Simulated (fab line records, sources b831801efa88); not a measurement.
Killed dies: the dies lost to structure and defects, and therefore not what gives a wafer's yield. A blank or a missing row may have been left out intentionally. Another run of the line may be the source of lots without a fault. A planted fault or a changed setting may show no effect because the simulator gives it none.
Matching of chambers ; flow sky130 ; rie diel-02 running SKY_POLY_CUT_ETCH_10: 4 sister chambers
The step etches BARC in N2/H2, stops on SiO2, time 45.9 s, target depth 60 nm. 16 wafers are shown with their chamber, then 8 later ones without.

## EACH WAFER AND ITS CHAMBER
wafer;chamber;drypump motor current A (A);throttle valve pct (%);n2 flow sccm (sccm)
L077.1;2;5.9;13.236;99.60
L077.5;3;6.5;13.205;99.79
L077.6;0;5.7;13.223;100.35
L084.1;2;5.8;13.246;99.98
L084.3;1;5.8;13.210;99.58
L084.4;0;5.7;13.214;99.78
L085.4;1;5.8;13.252;99.56
L085.5;1;5.8;13.214;99.92
L085.6;0;5.7;13.223;99.93
L086.1;2;5.8;13.231;99.55
L086.3;3;6.5;13.213;100.10
L086.6;1;5.8;13.221;99.55
L087.1;1;5.8;13.227;100.11
L087.2;2;5.8;13.224;100.18
L087.6;3;6.5;13.213;100.04
L088.2;0;5.7;13.233;100.22

SIGNATURES (averages over the wafers above)
reading;chamber 0;chamber 1;chamber 2;chamber 3;scatter within a chamber
drypump motor current A;5.700;5.800;5.825;6.500;0.025
throttle valve pct;13.22325;13.22480;13.23425;13.21033;0.0115
n2 flow sccm;100.0700;99.7440;99.8275;99.9767;0.258
Rule: a wafer lies at a distance from a chamber equal to the root of the sum of squares, over the readings, of (its reading less the chamber's mean, divided by the reading's scatter). The wafer belongs to the nearest chamber; if the next one is less than 2 further off, it can't be placed. The scatter: take each reading less its chamber's mean, square it, sum over the shown wafers, divide by the number of wafers less the number of chambers, and take the root.

## WAFERS WHOSE CHAMBER IS MISSING
wafer;drypump motor current A (A);throttle valve pct (%);n2 flow sccm (sccm)
L088.3;5.8;13.218;99.76
L088.5;5.8;13.231;99.82
L089.1;6.5;13.227;100.22
L089.2;5.7;13.222;100.04
L089.6;6.5;13.237;100.35
L095.1;5.8;13.233;100.34
L095.2;5.7;13.217;100.05
L095.4;6.5;13.223;99.82

## WHICH CHAMBER EACH WENT THROUGH
wafer;from the rows above;in truth
L088.3;can't be placed: 1 or 2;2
L088.5;can't be placed: 1 or 2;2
L089.1;3;3
L089.2;0;0
L089.6;3;3
L095.1;can't be placed: 2 or 1 or 0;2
L095.2;0;0
L095.4;3;3
Correctly placed: 5 of 8. Not placeable from these rows: 3 (in 3, the candidates include the true chamber). 0 placed wrongly.
